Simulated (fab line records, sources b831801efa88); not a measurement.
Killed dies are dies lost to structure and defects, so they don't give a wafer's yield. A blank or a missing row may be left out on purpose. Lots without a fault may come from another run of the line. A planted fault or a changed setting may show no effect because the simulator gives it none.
Which tool did it? | flow sfq_line | 14 lots, 41 wafers sampled, at 2 steps of a route of 325

WHAT THE GAUGES READ, wafer by wafer
The record holds no reading of a measuring or inspecting step that can be judged against a usual standard deviation.

WHICH TOOL RAN EACH LOT (tool, then ch and the chambers of the sampled wafers, then the start)
lot  | SFQ_TRILAYER_A5C_DEP_PECVD_142  | SFQ_TRILAYER_C5_ETCH_VIA_ETCH_154
L949 | pecvd-04 ch 1,2, day 62 11:39   | rie_diel-04 ch 1,2,3, day 67 14:16
L950 | pecvd-02 ch 0,1,2, day 62 15:16 | rie_diel-01 ch 0,1,2, day 67 17:52
L952 | pecvd-03 ch 0,1, day 63 05:47   | rie_diel-01 ch 0,1,3, day 68 08:16
L953 | pecvd-04 ch 0,1,2, day 63 14:18 | rie_diel-04 ch 1,3, day 68 09:35
L954 | pecvd-02 ch 1,2, day 64 00:38   | rie_diel-01 ch 0,1,2, day 68 14:31
L955 | pecvd-04 ch 1,2, day 64 03:03   | rie_diel-04 ch 0,2,3, day 69 02:19
L956 | pecvd-03 ch 0,2, day 65 05:41   | rie_diel-04 ch 0,2,3, day 70 02:22
L957 | pecvd-04 ch 0,1, day 66 02:05   | rie_diel-04 ch 1,2,3, day 70 22:11
L958 | pecvd-03 ch 0,1,2, day 66 04:29 | rie_diel-02 ch 2,3, day 71 06:35
L962 | pecvd-03 ch 0,2, day 66 21:07   | rie_diel-04 ch 0,2,3, day 71 18:50
L964 | pecvd-04 ch 1,2, day 67 06:14   | rie_diel-02 ch 0,3, day 72 03:14
L966 | pecvd-03 ch 0,1,2, day 68 05:31 | rie_diel-01 ch 1,3, day 72 23:38
L967 | pecvd-03 ch 2, day 68 12:50     | rie_diel-04 ch 2,3, day 73 06:58
L970 | pecvd-04 ch 1,2, day 69 06:56   | rie_diel-02 ch 1,3, day 73 20:25
- SFQ_TRILAYER_A5C_DEP_PECVD_142: deposits SiO2 from SiH4/N2O, time 15.556 s, target thk 70 nm.
- SFQ_TRILAYER_C5_ETCH_VIA_ETCH_154: etches SiO2 in CHF3, stops on Nb, target depth 84 nm.

WHAT THE TOOLS THEMSELVES READ (means of the sampled wafers that have a number; where no wafer has one, the mark that the record gives instead)
SFQ_TRILAYER_A5C_DEP_PECVD_142.
lot  | tool     | heater_power_w (W) | throttle_valve_pct (%)
L949 | pecvd-04 | 79                 | 25.5
L950 | pecvd-02 | 81                 | 24.2
L952 | pecvd-03 | 84                 | 26.8
L953 | pecvd-04 | 83                 | 26.1
L954 | pecvd-02 | 95                 | 24.7
L955 | pecvd-04 | 86                 | 26.5
L956 | pecvd-03 | 90                 | 25.6
L957 | pecvd-04 | 78                 | 27.3
L958 | pecvd-03 | 87                 | 25.9
L962 | pecvd-03 | 88                 | 24.7
L964 | pecvd-04 | 84                 | 26.6
L966 | pecvd-03 | 84                 | 25.9
L967 | pecvd-03 | 86                 | 24.0
L970 | pecvd-04 | 88                 | 25.6

SFQ_TRILAYER_C5_ETCH_VIA_ETCH_154.
lot  | tool        | drypump_motor_current_A (A) | oes_product_au (a.u.)
L949 | rie_diel-04 | 5.8                         | 0.898
L950 | rie_diel-01 | 6.1                         | 0.897
L952 | rie_diel-01 | 6.0                         | 0.898
L953 | rie_diel-04 | 5.2                         | 0.897
L954 | rie_diel-01 | 6.2                         | 0.900
L955 | rie_diel-04 | 6.1                         | 0.889
L956 | rie_diel-04 | 6.1                         | 0.892
L957 | rie_diel-04 | 5.8                         | 0.891
L958 | rie_diel-02 | 5.2                         | 0.896
L962 | rie_diel-04 | 6.1                         | 0.890
L964 | rie_diel-02 | 6.1                         | 0.894
L966 | rie_diel-01 | 6.1                         | 0.834
L967 | rie_diel-04 | 6.3                         | 0.834
L970 | rie_diel-02 | 6.1                         | 0.889

THE ANSWER, worked out from the rows above alone
Rule: what is usual is taken from the lots themselves. Put in order of their means at a reading, lots are off if they are a third of the lots or fewer, leave a main group of 4 or more, and stand apart from it by a gap of 3 or more times the standard deviation of the main group's means; of several such gaps the widest counts. A main group whose means are all the same, to the digits that the tables above print for the reading, isn't used. A lot without any number at a reading at which 4 lots or more have one is off too. The other lots that the step has rows for count as sound. The gauges are gone through in route order, then the tools' own readings, and for those a lot's mean is taken as printed above. The first step at which some lot is off is used, and at that step the reading that is off furthest; a lot without a number counts as furthest.
Off: L966, L967, at SFQ_TRILAYER_C5_ETCH_VIA_ETCH_154 (oes_product_au). The main group: mean 0.894 a.u., standard deviation 0.0037.
A tool fits if, at that step or a process step before it, it ran every lot that is off, and no sound lot after the first of them. One fits: pecvd-03 at SFQ_TRILAYER_A5C_DEP_PECVD_142. Its last sound lot is L962 (day 66 21:07), its first lot that is off L966 (day 68 05:31): a fault that began between those two fits.

WHAT THE SIMULATOR HAD PUT IN
Process parameter drift: pecvd-03, from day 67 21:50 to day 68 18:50, at SFQ_TRILAYER_A5C_DEP_PECVD_142. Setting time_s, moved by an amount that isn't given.
Lots struck among those shown: L966, L967. The rule above found the same.
